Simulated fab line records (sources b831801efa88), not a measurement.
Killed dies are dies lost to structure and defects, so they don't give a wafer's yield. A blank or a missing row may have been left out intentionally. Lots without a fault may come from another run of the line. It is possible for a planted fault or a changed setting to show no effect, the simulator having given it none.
Chamber matching / flow gf180mcu / 4 sister chambers for GF_V1_CMP_04 on cmp-01
The step polishes SiO2. 8 wafers are shown with their chamber, then 9 later ones without.

WAFERS PAIRED WITH THEIR CHAMBERS
wafer=L255.1; chamber=0; motor-current-A (A)=11.5; retaining-ring-pressure-frac=0.999
wafer=L258.3; chamber=3; motor-current-A (A)=11.4; retaining-ring-pressure-frac=1.002
wafer=L268.1; chamber=1; motor-current-A (A)=10.1; retaining-ring-pressure-frac=0.995
wafer=L268.5; chamber=2; motor-current-A (A)=9.6; retaining-ring-pressure-frac=0.995
wafer=L268.6; chamber=1; motor-current-A (A)=10.5; retaining-ring-pressure-frac=1.004
wafer=L269.1; chamber=3; motor-current-A (A)=11.6; retaining-ring-pressure-frac=1.006
wafer=L269.2; chamber=0; motor-current-A (A)=12.0; retaining-ring-pressure-frac=1.000
wafer=L269.3; chamber=2; motor-current-A (A)=9.9; retaining-ring-pressure-frac=0.997

WAFERS WITH NO CHAMBER GIVEN
wafer=L272.3; motor-current-A (A)=10.0; retaining-ring-pressure-frac=1.000
wafer=L272.4; motor-current-A (A)=9.5; retaining-ring-pressure-frac=1.001
wafer=L272.6; motor-current-A (A)=11.2; retaining-ring-pressure-frac=0.994
wafer=L273.3; motor-current-A (A)=9.6; retaining-ring-pressure-frac=1.002
wafer=L273.4; motor-current-A (A)=10.7; retaining-ring-pressure-frac=0.999
wafer=L273.5; motor-current-A (A)=11.9; retaining-ring-pressure-frac=0.992
wafer=L274.1; motor-current-A (A)=10.8; retaining-ring-pressure-frac=1.001
wafer=L274.5; motor-current-A (A)=11.4; retaining-ring-pressure-frac=0.993
wafer=L274.6; motor-current-A (A)=10.7; retaining-ring-pressure-frac=1.002

WHICH CHAMBER EACH ONE RAN IN
wafer=L272.3; from the rows above=can't be placed: 1 or 2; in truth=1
wafer=L272.4; from the rows above=can't be placed: 2 or 1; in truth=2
wafer=L272.6; from the rows above=can't be placed: 0 or 3 or 1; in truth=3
wafer=L273.3; from the rows above=can't be placed: 2 or 1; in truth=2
wafer=L273.4; from the rows above=can't be placed: 1 or 3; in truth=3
wafer=L273.5; from the rows above=can't be placed: 0 or 3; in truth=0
wafer=L274.1; from the rows above=can't be placed: 1 or 3 or 0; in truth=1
wafer=L274.5; from the rows above=can't be placed: 0 or 3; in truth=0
wafer=L274.6; from the rows above=can't be placed: 1 or 3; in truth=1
Correctly placed: 0 of 9. Can't be placed from these rows: 9 (the true chamber is among the candidates in 9). 0 placed wrongly.
How it was worked out, from the rows above alone: a wafer's distance from a chamber is the root of the sum, over the readings, of the square of ((its reading less the chamber's mean) divided by the reading's scatter). The wafer belongs to the nearest chamber; if the next one is less than 2 further off, it can't be placed. For every chamber, the mean is computed from those of its wafers that are shown. The scatter is the square root of a quotient: the sum, over the shown wafers, of each reading's squared deviation from its chamber's mean, divided by wafers minus chambers.
